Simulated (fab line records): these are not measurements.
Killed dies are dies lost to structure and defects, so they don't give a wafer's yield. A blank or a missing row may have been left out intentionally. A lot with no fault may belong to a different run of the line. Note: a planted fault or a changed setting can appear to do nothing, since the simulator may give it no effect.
Commonality check across tools ; flow sky130 ; Sample size 13 lots and 39 wafers

## WHY THIS WAS OPENED
2 of 13 lots carry a flag on the reading VT_ADJUST_HVTP_TW at SKY_VT_ADJUST_HVTP_TW_MEAS_11. Wafers without a fault read 1363, standard deviation 6.1.
Rule: flag the lot when none of its wafers has a number, or when each of its wafers that has one lies beyond 4 standard deviations from that mean. The other lots count as sound.

lot;measured;on;VT_ADJUST_HVTP_TW, wafer by wafer;flag
L928;day 6 01:02;film-metro-01;1353 1348 1350;
L930;day 6 20:31;film-metro-04;1363 1353 1354;
L933;day 7 11:33;film-metro-04;1366 1362 1370;
L932;day 7 12:49;film-metro-04;1369 1366 1363;
L934;day 7 18:41;film-metro-01;1363 1362 1355;
L935;day 8 00:10;film-metro-03;1369 1369 1374;
L938;day 8 17:40;film-metro-01;1356 1362 1357;
L939;day 9 00:41;film-metro-01;1357 1360 1371;
L942;day 9 19:52;film-metro-01;1361 1359 1355;
L943;day 10 00:05;film-metro-01;1366 1365 1366;
L946;day 10 19:25;film-metro-01;1328 1335 1327;FLAGGED
L948;day 11 07:20;film-metro-01;1331 1338 1332;FLAGGED
L951;day 12 05:52;film-metro-01;1365 1360 1362;
The mean of the flagged lots' numbers is 1332, -31 from the usual (-5 standard deviations).

## WHICH TOOL EACH LOT WENT THROUGH
The record holds 1 process step before the reading, out of a route of 708 steps. Each cell gives the tool, then ch followed by the chambers the sampled wafers passed through, then the start.
lot;flag;SKY_VT_ADJUST_HVTP_IMPLANT_09
L928;;implanter-01 ch 0, day 6 00:49
L930;;implanter-02 ch 0, day 6 20:16
L933;;implanter-02 ch 0, day 7 11:21
L932;;implanter-03 ch 0, day 7 12:35
L934;;implanter-03 ch 0, day 7 18:27
L935;;implanter-01 ch 0, day 7 23:56
L938;;implanter-01 ch 0, day 8 17:25
L939;;implanter-01 ch 0, day 9 00:27
L942;;implanter-02 ch 0, day 9 19:37
L943;;implanter-02 ch 0, day 9 23:52
L946;FLAGGED;implanter-02 ch 0, day 10 19:10
L948;FLAGGED;implanter-02 ch 0, day 11 07:06
L951;;implanter-03 ch 0, day 12 05:37
What is done by these steps:
- SKY_VT_ADJUST_HVTP_IMPLANT_09
- SKY_VT_ADJUST_HVTP_TW_MEAS_11

## FLAGGED AGAINST TOTAL, ONE TOOL AT A TIME (gauges that did the reading follow at the end)
step;tool;lots run;flagged;share of the flagged lots;sound lots run after its first flagged lot
SKY_VT_ADJUST_HVTP_IMPLANT_09;implanter-01;4;0;none;-
SKY_VT_ADJUST_HVTP_IMPLANT_09;implanter-02;6;2;all;0
SKY_VT_ADJUST_HVTP_IMPLANT_09;implanter-03;3;0;none;-
SKY_VT_ADJUST_HVTP_TW_MEAS_11;film-metro-01;9;2;all;1 (L951)
SKY_VT_ADJUST_HVTP_TW_MEAS_11;film-metro-03;1;0;none;-
SKY_VT_ADJUST_HVTP_TW_MEAS_11;film-metro-04;3;0;none;-

## WHAT THE TABLE ALLOWS
Table rows that saw every flagged lot: 2, namely implanter-02 at SKY_VT_ADJUST_HVTP_IMPLANT_09 and film-metro-01 at SKY_VT_ADJUST_HVTP_TW_MEAS_11.
- implanter-02 at SKY_VT_ADJUST_HVTP_IMPLANT_09: 2 of its 6 lots flagged. A fault beginning between L943 (day 9 23:52), its last sound lot, and L946 (day 10 19:10), its first flagged one, fits the data. Its own readings lie more than 4 standard deviations out on every wafer of the flagged lots: beam-energy-keV.
- film-metro-01 at SKY_VT_ADJUST_HVTP_TW_MEAS_11: 2 of its 9 lots flagged. Sound lots ran on it after the first flagged one (L951), which a lasting fault on the whole tool wouldn't allow.
Left over: one tool, implanter-02 at SKY_VT_ADJUST_HVTP_IMPLANT_09.

## WHAT THE SIMULATOR PUT IN
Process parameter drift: implanter-02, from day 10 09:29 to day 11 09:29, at SKY_VT_ADJUST_HVTP_IMPLANT_09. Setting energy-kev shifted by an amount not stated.
Lots struck among those shown: L946, L948. This agrees with what the rule above found.
